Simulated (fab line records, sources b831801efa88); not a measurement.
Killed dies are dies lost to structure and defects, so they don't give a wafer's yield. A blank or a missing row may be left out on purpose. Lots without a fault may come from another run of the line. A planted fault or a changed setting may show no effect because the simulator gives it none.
fab line records | flow gf180mcu
record lots=14 wafers=42 last_day=33
route steps=602 shown M3@425 V4@478
lots that met no fault: from a run of the same line without faults
start_h: hours from the record's first day to the start of the lot's first wafer shown | wait_h: hours since the lot's step before | " the same as in the row above | L1.1+2: a row that stands for several wafers | - no value, or no start given | * or withheld: withheld | < > ~ a bound
route shown NAME@n: a module of which the file shows steps, and the number in the route of the first | usual: mean/standard deviation of fault-free wafers | same: alike in all rows | chamber/n: place in a boat | sites: the reading at each site | _std_site: their standard deviation | _edge_site: outer sites' mean less inner sites' | radius_mm: how far each site lies from the wafer's centre | mask NAME#n: copy n | behind: the tool/chamber that last shaped the wafer | hold: why the lot was held/for how many hours/how that ended | device: the transistor (n, p or np) that didn't switch | end of line: the same wafers' tests at the end of the route | a step without rows: its recipe alone | killed: dies lost to structure and defects at the first sort, not the wafer's yield | map: a wafer's dies, x killed, . not, _ none there
set.NAME: the setting as run; set.NAME@STEP: as run at that earlier step | model.NAME: the simulator's own value behind a step, which no gauge read
steps of the route over a sample of lots; a table a step, a row a wafer
services: from which hour (start_h, from the record's first day; less than 0 if before it) a tool's chamber was out of use, for how many hours, and why
## steps
# step GF_M3_METAL_ETCH_16
# recipe chemistry=Cl2/BCl3 mask_material=KrF target_depth_nm=627.5 stop_on=SiO2 pressure_mtorr=8 icp_w=800 bias_w=140 Cl2_flow_sccm=80 bcl3_flow_sccm=40 time_s=104.6
# usual bcl3_flow_sccm=39.98/0.13 bias_w=140.0/0.36 drypump_motor_current_A=5.8/0.5 mfc_cl2_sccm=79.98/0.21 oes_product_au=0.971/0.0056 throttle_valve_pct=28.251/0.01
# columns lot.wafer tool chamber start_h wait_h bcl3_flow_sccm bias_w drypump_motor_current_A mfc_cl2_sccm oes_product_au rf_hours_counter_h throttle_valve_pct
L316.2 rie_metal-01 0 519.74 0.0 39.91 140.1 6.6 79.82 0.970 5.8 28.245
L316.4 " 1 " " 39.89 139.8 5.8 79.93 0.975 - 28.247
L316.6 " 0 " " 39.98 140.1 6.6 79.89 0.963 - 28.247
L317.3 rie_metal-03 0 526.18 0.1 39.80 140.3 5.6 80.29 0.966 - 28.247
L317.4 " 1 " " 40.10 139.8 5.1 80.02 0.967 - 28.248
L317.5 " 1 " " 40.17 139.8 5.1 79.83 0.973 - 28.253
L318.1 rie_metal-04 1 526.49 0.0 39.94 139.5 5.5 79.89 0.975 4.6 28.259
L318.4 " 1 " " 39.90 139.5 5.5 80.20 0.964 - 28.267
L318.6 " 1 " " 40.14 139.9 5.5 80.07 0.976 - 28.250
L319.1 rie_metal-03 0 529.54 0.0 39.90 140.3 5.6 80.34 0.969 6.4 28.258
L319.2 " 0 " " 40.01 140.9 5.6 80.26 0.977 - 28.248
L319.6 " 0 " " 39.89 140.6 5.6 80.19 0.977 - 28.258
L323.1 rie_metal-03 1 559.79 0.0 40.03 140.2 5.2 79.70 0.975 0.3 28.243
L323.3 " 0 " " 39.92 140.3 5.6 80.12 0.966 - 28.265
L323.6 " 0 " " 39.86 140.4 5.6 80.28 0.966 - 28.272
L324.1 rie_metal-01 1 567.94 0.0 39.96 140.2 5.8 79.81 0.971 10.0 28.253
L324.4 " 0 " " 39.94 140.3 6.6 79.75 0.965 - 28.261
L324.5 " 1 " " 39.96 140.2 5.8 79.79 0.973 - 28.234
L322.1 rie_metal-04 0 568.84 0.0 39.97 139.7 6.3 79.77 0.975 6.3 28.245
L322.2 " 1 " " 40.06 140.5 5.5 80.07 0.969 5.6 28.250
L322.5 " 1 " " 39.82 139.4 5.5 79.84 0.968 - 28.262
L325.1 rie_metal-03 0 575.14 0.0 39.92 140.7 5.6 80.37 0.977 7.9 28.253
L325.3 " 0 " " 39.92 140.5 5.6 80.04 0.968 - 28.255
L325.5 " 1 " " 40.02 139.7 5.1 79.87 0.967 - 28.255
L326.2 rie_metal-03 1 580.64 0.0 - - - - - - -
L326.4 " 1 " " - - - - - - -
L326.6 " 1 " " - - - - - - -
L327.1 rie_metal-04 0 597.10 0.0 - - - - - - -
L327.3 " 1 " " - - - - - - -
L327.4 " 0 " " - - - - - - -
L328.2 rie_metal-03 1 598.66 0.0 40.01 139.4 5.1 79.96 0.962 1.5 28.252
L328.3 " 1 " " 40.09 139.6 5.1 79.88 0.973 - 28.239
L328.5 " 0 " " 39.94 140.0 5.6 80.52 0.971 - 28.255
L329.1 rie_metal-01 0 599.00 0.0 39.94 139.5 6.6 80.19 0.961 7.8 28.248
L329.5 " 1 " " 39.90 140.1 5.9 79.77 0.967 - 28.230
L329.6 " 0 " " 39.75 140.4 6.6 79.97 0.966 - 28.255
L330.3 rie_metal-01 1 612.92 0.1 40.06 140.2 5.8 80.14 0.970 - 28.250
L330.5 " 0 " " 40.01 140.3 6.6 79.79 0.969 - 28.246
L330.6 " 1 " " 40.12 140.3 5.8 80.37 0.985 - 28.238
L336.2 rie_metal-03 1 650.75 0.0 39.97 139.7 5.2 80.06 0.970 3.1 28.258
L336.3 " 0 " " 40.13 140.0 5.6 79.84 0.970 - 28.242
L336.4 " 1 " " 39.86 139.4 5.1 79.44 0.959 - 28.254
# step GF_M3_STRIP_17
# recipe chemistry=O2/N2 power_w=1400 pressure_mtorr=1500 platen_temp_c=250 o2_flow_sccm=3000 n2_flow_sccm=300 overash_fraction=0.5
# usual drypump_motor_current_A=5.8/0.42 heater_power_w=304/9.5 oes_product_au=0.565/0.0048 platen_temp_c=250.01/0.18 strip_time_to_endpoint_s=8.05/0.045
# same overash_fraction=0.5
# columns lot.wafer tool chamber start_h wait_h drypump_motor_current_A heater_power_w oes_product_au platen_temp_c rf_hours_counter_h strip_time_to_endpoint_s
L316.2 plasma_asher-03 0 519.85 0.1 6.5 292 0.560 249.88 83 8.08
L316.4 " 0 " " 6.5 299 0.566 250.05 - 7.97
L316.6 " 1 " " 6.2 291 0.566 249.95 - 8.12
L317.3 plasma_asher-02 1 526.29 0.1 5.3 323 0.567 249.93 - 8.04
L317.4 " 0 " " 5.5 313 0.567 250.26 - 8.06
L317.5 " 0 " " 5.5 306 0.562 250.06 - 8.08
L318.1 plasma_asher-03 0 526.61 0.1 6.5 295 0.567 250.40 84 8.04
L318.4 " 0 " " 6.5 306 0.560 250.09 - 8.03
L318.6 " 0 " " 6.5 300 0.569 250.43 - 8.08
L319.1 plasma_asher-02 1 529.77 0.2 5.3 310 0.562 249.96 11 8.03
L319.2 " 0 " " 5.6 304 0.565 250.13 11 7.99
L319.6 " 0 " " 5.6 309 0.567 250.17 - 8.02
L323.1 plasma_asher-03 1 559.91 0.1 6.2 291 0.572 250.24 87 8.02
L323.3 " 0 " " 6.5 302 0.563 249.97 - 8.04
L323.6 " 1 " " 6.2 295 0.562 250.29 - 8.02
L324.1 plasma_asher-01 1 568.06 0.1 5.7 309 0.577 250.30 49 8.04
L324.4 " 0 " " 5.4 317 0.560 249.97 - 8.11
L324.5 " 1 " " 5.7 296 0.558 249.98 - 8.04
L322.1 plasma_asher-01 0 568.95 0.1 5.4 318 0.568 249.93 49 8.06
L322.2 " 1 " " 5.7 302 0.566 249.92 49 8.04
L322.5 " 0 " " 5.4 309 0.561 250.25 - 8.02
L325.1 plasma_asher-03 1 575.26 0.1 6.2 295 0.558 250.34 89 7.97
L325.3 " 1 " " 6.2 293 0.558 250.08 - 7.97
L325.5 " 1 " " 6.2 293 0.569 249.88 - 8.07
L326.2 plasma_asher-03 1 580.75 0.1 6.2 296 0.663 249.81 90 10.39
L326.4 " 1 " " 6.2 287 0.675 249.61 - 10.38
L326.6 " 0 " " 6.5 302 0.670 249.98 - 10.42
L327.1 plasma_asher-01 1 597.21 0.1 5.7 299 0.667 249.90 52 10.38
L327.3 " 1 " " 5.7 293 0.656 249.82 - 10.38
L327.4 " 0 " " 5.4 326 0.668 249.93 - 10.37
L328.2 plasma_asher-03 1 598.77 0.1 6.2 302 0.564 250.09 92 8.02
L328.3 " 0 " " 6.5 303 0.565 249.98 - 7.98
L328.5 " 1 " " 6.1 299 0.564 250.08 - 7.97
L329.1 plasma_asher-01 0 599.11 0.1 5.4 319 0.556 249.96 52 8.10
L329.5 " 0 " " 5.4 310 0.567 250.21 - 8.04
L329.6 " 1 " " 5.7 304 0.560 249.91 - 8.11
L330.3 plasma_asher-01 0 613.03 0.1 5.4 317 0.555 249.76 - 8.02
L330.5 " 0 " " 5.4 311 0.570 249.81 - 8.11
L330.6 " 1 " " 5.7 307 0.565 250.12 - 8.02
L336.2 plasma_asher-02 0 650.86 0.1 5.5 297 0.557 249.99 23 8.04
L336.3 " 0 " " 5.6 314 0.572 250.06 - 8.03
L336.4 " 1 " " 5.3 310 0.566 249.86 - 8.07
# step GF_V4_CVD_02
# recipe material=SiO2 target_thk_nm=850 precursor=TEOS temp_c=400 time_s=94.851 rf_w=600
# usual heater_power_outer_w=374/57 heater_power_w=649/77
# columns lot.wafer tool chamber start_h wait_h heater_power_outer_w heater_power_w
L316.2 pecvd-01 0 569.30 0.0 368 622
L316.4 " 2 " " 423 743
L316.6 " 1 " " 489 765
L317.3 pecvd-02 1 573.65 0.0 298 587
L317.4 " 0 " " 325 574
L317.5 " 1 " " 336 623
L318.1 pecvd-03 1 573.84 0.1 394 657
L318.4 " 1 " " 430 666
L318.6 " 0 " " 363 635
L319.1 pecvd-02 0 576.47 0.1 348 598
L319.2 " 1 " " 294 564
L319.6 " 2 " " 434 762
L323.1 pecvd-01 0 606.95 0.1 405 690
L323.3 " 2 " " 466 790
L323.6 " 2 " " 344 617
L324.1 pecvd-03 1 614.02 0.1 415 663
L324.4 " 1 " " 434 695
L324.5 " 2 " " 358 631
L322.1 pecvd-01 1 614.37 0.1 450 723
L322.2 " 0 " " 398 664
L322.5 " 2 " " 428 771
L325.1 pecvd-01 1 620.51 0.1 477 763
L325.3 " 2 " " 426 776
L325.5 " 2 " " 466 821
L328.2 pecvd-03 2 643.52 0.0 412 672
L328.3 " 1 " " 437 672
L328.5 " 0 " " 336 609
L329.1 pecvd-02 2 644.07 0.1 423 734
L329.5 " 1 " " 243 501
L329.6 " 2 " " 439 763
L330.3 pecvd-03 2 657.16 0.0 349 617
L330.5 " 2 " " 395 651
L330.6 " 0 " " 266 523
L336.2 pecvd-03 2 691.93 0.0 368 638
L336.3 " 1 " " 398 634
L336.4 " 2 " " 384 695
# step GF_V4_BOW_MEAS_05
# recipe mode=bow
# usual V4_BOW=135/9
# columns lot.wafer tool chamber start_h wait_h V4_BOW[um]
L316.2 film_metro-01 - 569.75 0.1 126
L316.4 " - " " 130
L316.6 " - " " 136
L317.3 film_metro-02 - 574.12 0.2 135
L317.4 " - " " 123
L317.5 " - " " 130
L318.1 film_metro-03 - 574.26 0.2 127
L318.4 " - " " 140
L318.6 " - " " 118
L319.1 film_metro-01 - 576.89 0.1 122
L319.2 " - " " 128
L319.6 " - " " 142
L323.1 film_metro-01 - 607.38 0.1 120
L323.3 " - " " 124
L323.6 " - " " 123
L324.1 film_metro-01 - 614.45 0.1 126
L324.4 " - " " 126
L324.5 " - " " 137
L322.1 film_metro-03 - 614.80 0.2 128
L322.2 " - " " 132
L322.5 " - " " 132
L325.1 film_metro-03 - 620.94 0.1 126
L325.3 " - " " 133
L325.5 " - " " 128
L328.2 film_metro-02 - 643.97 0.2 143
L328.3 " - " " 129
L328.5 " - " " 148
L329.1 film_metro-01 - 644.50 0.1 129
L329.5 " - " " 139
L329.6 " - " " 133
L330.3 film_metro-03 - 657.63 0.3 138
L330.5 " - " " 143
L330.6 " - " " 137
L336.2 film_metro-03 - 692.38 0.2 138
L336.3 " - " " 137
L336.4 " - " " 134
# step GF_V4_CD_MEAS_14
# recipe target_cd_nm=260
# usual cd_nm=260.4/1.1
# columns lot.wafer tool chamber start_h wait_h cd_nm
L316.2 cd_sem-02 - 591.05 0.1 260.0
L316.4 " - " " 260.1
L316.6 " - " " 260.4
L317.3 cd_sem-02 - 595.87 0.1 260.8
L317.4 " - " " 262.0
L317.5 " - " " 260.7
L318.1 cd_sem-01 - 596.18 0.1 260.4
L318.4 " - " " 260.4
L318.6 " - " " 259.7
L319.1 cd_sem-02 - 598.38 0.1 260.1
L319.2 " - " " 260.0
L319.6 " - " " 259.6
L323.1 cd_sem-02 - 627.53 0.1 261.3
L323.3 " - " " 260.5
L323.6 " - " " 259.4
L324.1 cd_sem-02 - 634.73 0.1 263.4
L324.4 " - " " 263.2
L324.5 " - " " 262.4
L322.1 cd_sem-02 - 635.08 0.1 260.5
L322.2 " - " " 260.4
L322.5 " - " " 261.6
L325.1 cd_sem-01 - 641.83 0.1 259.1
L325.3 " - " " 259.0
L325.5 " - " " 259.5
L328.2 cd_sem-02 - 664.15 0.1 258.8
L328.3 " - " " 258.9
L328.5 " - " " 259.4
L329.1 cd_sem-02 - 664.74 0.1 260.7
L329.5 " - " " 262.0
L329.6 " - " " 261.7
L330.3 cd_sem-01 - 676.97 0.1 261.8
L330.5 " - " " 261.8
L330.6 " - " " 262.4
L336.2 cd_sem-02 - 711.55 0.1 261.1
L336.3 " - " " 260.9
L336.4 " - " " 260.6
## services
# columns tool chamber start_h hours kind
pecvd-03 2 518.72 17.9 repair
pecvd-02 - 524.36 2.8 repair
plasma_asher-01 - 525.07 8.7 repair
rie_metal-03 1 527.42 - clean
rie_metal-03 1 527.42 19.1 scheduled_down
rie_metal-03 1 527.42 19.1 vent_cycle
pecvd-03 2 540.23 5.5 repair
pecvd-02 - 565.54 1.0 repair
plasma_asher-02 - 579.02 7.9 repair
pecvd-01 0 591.62 4.6 repair
pecvd-01 - 593.51 0.7 repair
plasma_asher-03 - 636.98 1.5 repair
pecvd-02 2 654.05 8.9 repair
rie_metal-03 - 655.51 1.4 pm
plasma_asher-01 - 656.39 4.3 pm
plasma_asher-01 - 662.00 28.1 pm
rie_metal-01 1 686.53 29.7 repair
## key
first_sign step=GF_M3_METAL_ETCH_16 reading=tool_record direction=missing
effect step=GF_M3_STRIP_17 reading=strip_time_to_endpoint_s direction=up sigmas=52 usual=* struck=*
met_at GF_M3_METAL_ETCH_16
struck_lots L326,L327
later_rows_left_out L326.2,L326.4,L326.6,L327.1,L327.3,L327.4
sort_left_out L326.2,L326.4,L326.6,L327.1,L327.3,L327.4
not_acting_at GF_V4_CVD_02,GF_V4_BOW_MEAS_05,GF_V4_CD_MEAS_14
onset_between 575.14 580.64
fault kind=skipped_step_whole tool=rie_metal-03,rie_metal-04 chamber=- onset_h=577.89 steps=GF_M3_METAL_ETCH_16 scope=struck_lots_only
# sort_left_out: the simulated sort isn't trusted on such a fault, so these wafers' sort isn't shown, and their yield isn't known
# later_rows_left_out: the simulator's readings of these wafers behind a module that went badly wrong aren't trusted and aren't shown, but for the sort
